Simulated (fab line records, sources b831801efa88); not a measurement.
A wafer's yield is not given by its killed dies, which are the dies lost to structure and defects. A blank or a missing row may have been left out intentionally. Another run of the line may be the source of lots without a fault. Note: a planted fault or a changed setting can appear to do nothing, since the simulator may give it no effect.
Struck lot and sound lot, side by side :: flow gf180mcu :: 16 steps out of a route of 602
Sound: the wafers L105.2, L105.4, L105.5. Struck: wafer L121.6 (left out: L121.4, L121.5 of the same lot, which were not struck); the cause appears at the end.
Per side, at each step with rows, come the tool, then ch with its chambers, and then its first start. Under that, the readings that differ: sound wafers :: struck wafers :: difference of the means :: sigmas: that difference in standard deviations of wafers without a fault.
alike: readings with means less than 2 such deviations apart, plus words and numbers identical on both sides. not compared: withheld readings, readings lacking a value on some wafer, bounds such as >300 that could conceal the same value, and numbers that have no deviation in the record and whose values overlap.
The two part at a step that has a row with sigmas, a row that says differs or no value, or rows on one side only. When numbers do not overlap yet have no deviation, they are printed without sigmas and do not part them. A reading missing from all wafers of one side parts the sides only when that side holds two or more wafers.

GF_M2_SPUTTER_04: material TiN, target thk 50 nm, time 41.7 s.
  struck on pvdSputter-03, day 25 16:14; sound on pvdSputter-03, day 20 06:41
  alike: throttleValvePct
GF_M2_RS_MEAS_05: the measuring method here is four-point-probe.
  struck on filmMetro-01, day 25 16:20; sound on filmMetro-03, day 20 06:45
reading: M2_ALCU_RS (ohm/sq)
sound: 0.0701 0.0705 0.0709
struck: 0.0687
difference: -0.0018
sigmas: -2
GF_M2_THK_MEAS_06: measures by xrf.
  struck on filmMetro-01, day 25 16:26; sound on filmMetro-03, day 20 06:52
reading: M2_ALCU_THK (nm)
sound: 446 441 439
struck: 454
difference: +12
sigmas: +2
then, 7 steps without rows for these wafers: GF_M2_DEHYDRATE_07 (time 60 s); GF_M2_HMDS_08 (prime time 60 s); GF_M2_COAT_09 (resist thk 1000 nm); GF_M2_SOFTBAKE_10 (time 60 s); GF_M2_EXPOSE_11 (exposes mask Metal2, target cd 280 nm); GF_M2_PEB_12 (peb time 90 s); GF_M2_DEVELOP_13 (develop time 60 s).
GF_M2_CD_MEAS_14: target cd 280 nm.
  struck on cdSem-02, day 26 12:35; sound on cdSem-02, day 21 07:11
  alike: cdNm
GF_M2_OVL_MEAS_15:
  struck on overlay-01, day 26 12:40; sound on overlay-01, day 21 07:18
reading: M2_OVL (nm)
sound: 4 -6 7
struck: -11
difference: -13
sigmas: -2
GF_M2_METAL_ETCH_16: etches the open film in Cl2/BCl3, stops on SiO2, target depth 627.5 nm, time 104.6 s.
  sound on rieMetal-03 ch 0,1, day 21 07:20; struck on rieMetal-03 ch 1, day 26 12:43
reading: oesProductAu (a.u.)
sound: 0.960 0.972 0.962
struck: 0.902
difference: -0.063
sigmas: -10

reading: runLengthS (s)
sound: 132.9 132.3 132.9
struck: 148.8
difference: +16.1
sigmas: +34

reading: throttleValvePct (%)
sound: 28.252 28.268 28.258
struck: 28.342
difference: +0.083
sigmas: +8

reading: model.KrF_of_M2_COAT_09.thkNm (nm)
sound: 734.5 735.1 735.9
struck: 702.9
difference: -32.3
sigmas: 
  alike: drypumpMotorCurrentA
  not compared: rfHoursCounterH
GF_M2_STRIP_17: strips in O2/N2.
  sound on plasmaAsher-01 ch 0,1, day 21 07:26; struck on plasmaAsher-02 ch 0, day 26 12:50
reading: oesProductAu (a.u.)
sound: 0.557 0.564 0.556
struck: 0.539
difference: -0.020
sigmas: -4

reading: stripTimeToEndpointS (s)
sound: 7.86 7.88 7.88
struck: 7.56
difference: -0.31
sigmas: -5
  alike: drypumpMotorCurrentA, heaterPowerW, platenTempC
  not compared: rfHoursCounterH
then, 1 step without rows for these wafers: GF_M2_STRIP_18 (strips in post etch residue remover, time 1200 s).
GF_PASSIVATION_PROBE_99:
  the record holds rows for the sound wafers here (prober-01, day 30 16:17) but none for the struck ones

== WHERE THEY PART ==
Last at GF_PASSIVATION_PROBE_99 as far as this record goes, first at GF_M2_RS_MEAS_05.

WHY: the cause the simulator had injected
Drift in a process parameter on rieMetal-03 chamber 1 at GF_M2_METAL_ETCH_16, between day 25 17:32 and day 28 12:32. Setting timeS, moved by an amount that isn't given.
